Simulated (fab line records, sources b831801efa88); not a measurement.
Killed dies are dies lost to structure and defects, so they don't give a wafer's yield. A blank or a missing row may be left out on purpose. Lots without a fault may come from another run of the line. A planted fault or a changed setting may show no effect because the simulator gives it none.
fab line records | flow sky130
record lots=7 wafers=21 last_day=51
route steps=708 shown FIELD_ISO@1
lots that met no fault: from a run of the same line without faults
start_h: hours from the record's first day to the start of the lot's first wafer shown | wait_h: hours since the lot's step before | " the same as in the row above | L1.1+2: a row that stands for several wafers | - no value, or no start given | * or withheld: withheld | < > ~ a bound
route shown NAME@n: a module of which the file shows steps, and the number in the route of the first | usual: mean/standard deviation of fault-free wafers | same: alike in all rows | chamber/n: place in a boat | sites: the reading at each site | _std_site: their standard deviation | _edge_site: outer sites' mean less inner sites' | radius_mm: how far each site lies from the wafer's centre | mask NAME#n: copy n | behind: the tool/chamber that last shaped the wafer | hold: why the lot was held/for how many hours/how that ended | device: the transistor (n, p or np) that didn't switch | end of line: the same wafers' tests at the end of the route | a step without rows: its recipe alone | killed: dies lost to structure and defects at the first sort, not the wafer's yield | map: a wafer's dies, x killed, . not, _ none there
set.NAME: the setting as run; set.NAME@STEP: as run at that earlier step | model.NAME: the simulator's own value behind a step, which no gauge read
lots at some steps of the route; a table a step, a row a wafer
## steps
# step SKY_FIELD_ISO_BOW_MEAS_00
# recipe mode=bow
# usual INCOMING_BOW=0/6.7
# columns lot.wafer tool chamber start_h wait_h INCOMING_BOW[um]
L706.1 film_metro-01 - 30.00 - 18
L706.3 " - " " 4
L706.6 " - " " 0
L715.1 film_metro-01 - 75.00 - 9
L715.2 " - " " -1
L715.5 " - " " 6
L716.2 film_metro-03 - 80.02 - -2
L716.4 " - " " -4
L716.5 " - " " -18
L717.1 film_metro-03 - 85.00 - 16
L717.4 " - " " 1
L717.6 " - " " 5
L719.1 film_metro-03 - 95.00 - 3
L719.2 " - " " -7
L719.4 " - " " 4
L722.4 film_metro-03 - 110.06 - 1
L722.5 " - " " 15
L722.6 " - " " 5
L725.3 film_metro-02 - 125.04 - -1
L725.5 " - " " 0
L725.6 " - " " -15
# step SKY_FIELD_ISO_OXIDATION_01
# recipe temp_c=900 ambient=O2 stabilise_s=600 purge_s=300 target_thk_a=120 ox_time_s=1843
# step SKY_FIELD_ISO_THK_MEAS_02
# recipe reads=SiO2_of_FIELD_ISO_OXIDATION_01
# usual FIELD_ISO_OXIDATION_00_THK=11.93/0.23
# columns lot.wafer tool chamber start_h wait_h FIELD_ISO_OXIDATION_00_THK[nm]
L706.1 film_metro-02 - 33.57 0.0 12.19
L706.3 " - " " 12.25
L706.6 " - " " 12.20
L715.1 film_metro-02 - 79.97 0.0 12.10
L715.2 " - " " 12.18
L715.5 " - " " 11.92
L716.2 film_metro-01 - 83.00 0.0 11.99
L716.4 " - " " 11.83
L716.5 " - " " 11.84
L717.1 film_metro-02 - 86.98 0.0 11.80
L717.4 " - " " 11.90
L717.6 " - " " 11.88
L719.1 film_metro-01 - 98.68 0.0 11.91
L719.2 " - " " 11.86
L719.4 " - " " 11.67
L722.4 film_metro-01 - 112.46 0.0 12.18
L722.5 " - " " 12.12
L722.6 " - " " 11.92
L725.3 film_metro-02 - 126.65 0.0 11.87
L725.5 " - " " 11.58
L725.6 " - " " 11.93
# step SKY_FIELD_ISO_CVD_03
# recipe material=Si3N4 precursor=DCS/NH3 target_thk_nm=165 temp_c=770 time_s=2830 pressure_mtorr=250
# step SKY_FIELD_ISO_THK_MEAS_04
# recipe reads=Si3N4_of_FIELD_ISO_CVD_03
# usual FIELD_ISO_CVD_03_THK=166.3/1.5
# columns lot.wafer tool chamber start_h wait_h FIELD_ISO_CVD_03_THK[nm]
L706.1 film_metro-03 - 38.91 0.0 166.8
L706.3 " - " " 167.7
L706.6 " - " " 165.9
L715.1 film_metro-03 - 81.82 0.0 165.4
L715.2 " - " " 164.7
L715.5 " - " " 165.7
L716.2 film_metro-02 - 84.85 0.0 166.7
L716.4 " - " " 163.1
L716.5 " - " " 165.7
L717.1 film_metro-01 - 88.83 0.0 165.5
L717.4 " - " " 166.0
L717.6 " - " " 164.9
L719.1 film_metro-01 - 101.51 0.0 165.7
L719.2 " - " " 166.9
L719.4 " - " " 166.4
L722.4 film_metro-01 - 114.31 0.0 163.6
L722.5 " - " " 162.2
L722.6 " - " " 163.5
L725.3 film_metro-03 - 130.00 0.0 164.8
L725.5 " - " " 164.6
L725.6 " - " " 163.9
# step SKY_FIELD_ISO_DEHYDRATE_05
# recipe temp_c=200 time_s=60
# step SKY_FIELD_ISO_HMDS_06
# recipe prime_time_s=60 prime_temp_c=120
# step SKY_FIELD_ISO_COAT_07
# recipe resist=BARC temp_c=withheld time_s=withheld spin_rpm=3000 resist_thk_nm=60
# step SKY_FIELD_ISO_COAT_08
# recipe resist=KrF-thick spin_rpm=3000 resist_thk_nm=450
# step SKY_FIELD_ISO_SOFTBAKE_09
# recipe temp_c=100 time_s=90 resist=KrF-thick
# step SKY_FIELD_ISO_EXPOSE_10
# recipe mask_id=FOM na=0.68 source_shape=annular sigma_inner=0.4 sigma_outer=0.8 target_cd_nm=150 dose_mj=27.73
# step SKY_FIELD_ISO_PEB_11
# recipe peb_temp_c=withheld peb_time_s=withheld resist=KrF-thick
# usual chill_plate_temp_C=* exhaust_pa=45.3/0.92 resist_line_temp_C=*
# columns lot.wafer tool chamber start_h wait_h chill_plate_temp_C exhaust_pa resist_line_temp_C
L706.1 litho_track-04 0 54 - * 45.1 *
L706.3 " 0 55 - * 45.1 *
L706.6 " 0 " " * 44.3 *
L715.1 litho_track-02 - 98 - - - -
L715.2 " - " " - - -
L715.5 " - " " - - -
L716.2 litho_track-02 - 101 - - - -
L716.4 " - 102 - - - -
L716.5 " - " " - - -
L717.1 litho_track-04 - 106 - - - -
L717.4 " - " " - - -
L717.6 " - " " - - -
L719.1 litho_track-04 0 119 - * 45.9 *
L719.2 " 0 " " * 45.9 *
L719.4 " 0 " " * 46.3 *
L722.4 litho_track-02 0 132 - * 45.6 *
L722.5 " 0 " " * 46.8 *
L722.6 " 0 " " * 45.8 *
L725.3 litho_track-01 0 148 - * 45.0 *
L725.5 " 0 " " * 45.0 *
L725.6 " 0 " " * 45.0 *
# step SKY_FIELD_ISO_DEVELOP_12
# recipe develop_time_s=60 resist=KrF-thick dev_temp_c=21
## key
first_sign step=SKY_FIELD_ISO_PEB_11 reading=tool_record direction=missing
effect none on later readings
met_at SKY_FIELD_ISO_PEB_11
struck_wafers L715.1,L715.2,L715.5,L716.2,L716.4,L716.5,L717.1,L717.4,L717.6
later_rows_left_out L715.1,L715.2,L715.5,L716.2,L716.4,L716.5,L717.1,L717.4,L717.6
sort_left_out L715.1,L715.2,L715.5,L716.2,L716.4,L716.5,L717.1,L717.4,L717.6
tester_left_out L715,L716,L717
onset_between 54 98
fault kind=skipped_step_whole tool=litho_track-02,litho_track-04 chamber=- onset_h=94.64 steps=SKY_FIELD_ISO_PEB_11 scope=struck_lots_only
# tester_left_out: of these lots the tester's yield and bins aren't shown, on N5 and GAA mostly nor the transistor test; their killed dies are dies lost to structure and defects alone, not to doping, threshold or leakage, so they don't give the yield
# sort_left_out: the simulated sort isn't trusted on such a fault, so these wafers' sort isn't shown, and their yield isn't known
# later_rows_left_out: the simulator's readings of these wafers behind a module that went badly wrong aren't trusted and aren't shown, but for the sort
